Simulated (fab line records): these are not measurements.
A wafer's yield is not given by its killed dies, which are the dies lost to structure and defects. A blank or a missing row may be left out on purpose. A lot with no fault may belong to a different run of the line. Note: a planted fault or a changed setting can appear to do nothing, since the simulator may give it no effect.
What tool caused it?    flow sky130    11 lots, 33 wafers sampled, at 3 steps of a route of 708

## WHAT EACH GAUGE READ, for each wafer
SKY_VT_ADJUST_HVTP_TW_MEAS_11.
lot   measured      on             VT_ADJUST_HVTP_TW
L946  day 6 10:58   film_metro-02  1362 1358 1364
L948  day 6 22:43   film_metro-01  1376 1371 1369
L950  day 7 10:40   film_metro-01  1372 1371 1367
L951  day 7 17:46   film_metro-01  1370 1368 1375
L952  day 8 02:52   film_metro-02  1368 1368 1371
L956  day 8 23:29   film_metro-02  1366 1363 1362
L958  day 9 11:28   film_metro-01  1364 1369 1366
L961  day 10 07:43  film_metro-03  1347 1350 1346
L963  day 11 00:10  film_metro-03  1338 1341 1339
L964  day 11 02:46  film_metro-03  1397 1399 1397
L965  day 11 06:10  film_metro-02  1422 1422 1412

## WHICH TOOL RAN EACH LOT (tool, then ch and the chambers of the sampled wafers, then the start)
lot   SKY_DNWELL_STRIP_08                  SKY_VT_ADJUST_HVTP_IMPLANT_09
L946  plasma_asher-02 ch 1, day 3 14:10    implanter-01 ch 0, day 6 10:44
L948  plasma_asher-03 ch 0,1, day 3 23:49  implanter-04 ch 0, day 6 22:29
L950  plasma_asher-04 ch 0,1, day 4 08:40  implanter-03 ch 0, day 7 10:25
L951  plasma_asher-04 ch 0, day 4 15:10    implanter-04 ch 0, day 7 17:31
L952  plasma_asher-02 ch 0,1, day 4 22:20  implanter-01 ch 0, day 8 02:38
L956  plasma_asher-03 ch 1, day 5 14:35    implanter-04 ch 0, day 8 23:15
L958  plasma_asher-04 ch 1, day 6 01:23    implanter-03 ch 0, day 9 11:14
L961  plasma_asher-04 ch 0,1, day 6 18:35  implanter-04 ch 0, day 10 07:28
L963  plasma_asher-02 ch 0,1, day 7 08:25  implanter-03 ch 0, day 10 23:55
L964  plasma_asher-03 ch 0,1, day 7 10:16  implanter-03 ch 0, day 11 02:31
L965  plasma_asher-04 ch 0,1, day 7 14:08  implanter-03 ch 0, day 11 05:56
- SKY_DNWELL_STRIP_08: strips in O2/N2.
- SKY_VT_ADJUST_HVTP_IMPLANT_09

## THE ANSWER, worked out from the rows above alone
Rule: the lots themselves supply what counts as usual. Put in order of their means at a reading, lots are off if they are a third of the lots or fewer, leave a main group of 4 or more, and stand apart from it by a gap of 3 or more times the standard deviation of the main group's means; of several such gaps the widest counts. Not used: any main group whose means are identical at the precision the tables above print for the reading. A lot without any number at a reading at which 4 lots or more have one is off too. Any other lot the step has rows for is counted as sound.
Nothing can be told from this: no lot is off at any reading shown.

## WHAT HAD BEEN PUT IN BY THE SIMULATOR
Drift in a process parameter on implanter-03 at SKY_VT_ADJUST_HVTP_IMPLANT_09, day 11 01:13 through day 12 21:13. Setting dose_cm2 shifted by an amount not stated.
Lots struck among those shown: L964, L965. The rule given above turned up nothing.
